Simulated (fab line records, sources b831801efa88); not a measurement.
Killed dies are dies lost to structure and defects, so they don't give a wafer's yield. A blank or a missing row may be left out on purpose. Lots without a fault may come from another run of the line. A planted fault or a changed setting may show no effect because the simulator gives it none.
Which tool did it? | flow gf180mcu | 24 lots, 72 wafers sampled, at 1 step of a route of 602

WHAT THE GAUGES READ, wafer by wafer
GF_CONTACT_THK_MEAS_26: measures by xrf. Usual: CONTACT_W_THK 299 nm, standard deviation 4.7.
lot  | measured     | on            | CONTACT_W_THK (nm) | flag
L074 | day 16 03:20 | film_metro-02 | 294 296 292        |
L075 | day 16 07:53 | film_metro-03 | 291 288 294        |
L076 | day 16 21:44 | film_metro-04 | 299 297 298        |
L077 | day 17 03:35 | film_metro-02 | 300 299 297        |
L078 | day 17 09:43 | film_metro-03 | 295 294 295        |
L079 | day 18 00:51 | film_metro-02 | 301 289 296        |
L080 | day 18 04:06 | film_metro-02 | 296 301 296        |
L081 | day 18 15:47 | film_metro-04 | 300 298 303        |
L082 | day 19 01:11 | film_metro-04 | 296 299 301        |
L083 | day 19 16:07 | film_metro-04 | 305 303 299        |
L084 | day 19 23:47 | film_metro-02 | 300 301 303        |
L085 | day 20 08:37 | film_metro-03 | 297 297 298        |
L086 | day 20 17:02 | film_metro-02 | 299 298 300        |
L087 | day 21 00:28 | film_metro-03 | 292 294 292        |
L088 | day 21 12:05 | film_metro-04 | 304 304 306        |
L089 | day 21 13:41 | film_metro-03 | 306 305 308        |
L090 | day 22 01:23 | film_metro-02 | 299 302 295        |
L091 | day 22 13:19 | film_metro-04 | 301 302 301        |
L092 | day 22 18:45 | film_metro-03 | 305 307 303        |
L093 | day 22 22:37 | film_metro-03 | 303 304 305        |
L094 | day 23 11:16 | film_metro-02 | 299 300 301        |
L095 | day 23 15:20 | film_metro-04 | 304 307 297        |
L096 | day 23 21:42 | film_metro-04 | 301 307 306        |
L097 | day 24 09:57 | film_metro-02 | 296 300 296        |

WHICH TOOL RAN EACH LOT (tool, then ch and the chambers of the sampled wafers, then the start)
The record holds no process step before these readings.

WHAT THE TOOLS THEMSELVES READ (means of the sampled wafers that have a number; where no wafer has one, the mark that the record gives instead)
The record holds no such reading with a usual standard deviation.

THE ANSWER, worked out from the rows above alone
Rule: a lot is off if the mean of its wafers that have a number lies more than 3 standard deviations from the usual mean. A lot without any number at a reading at which 4 lots or more have one is off too. The other lots that the step has rows for count as sound. The gauges are gone through in route order, then the tools' own readings, and for those a lot's mean is taken as printed above. The first step at which some lot is off is used, and at that step the reading that is off furthest; a lot without a number counts as furthest.
No lot is off at any reading shown: from this, nothing can be told.

WHAT THE SIMULATOR HAD PUT IN
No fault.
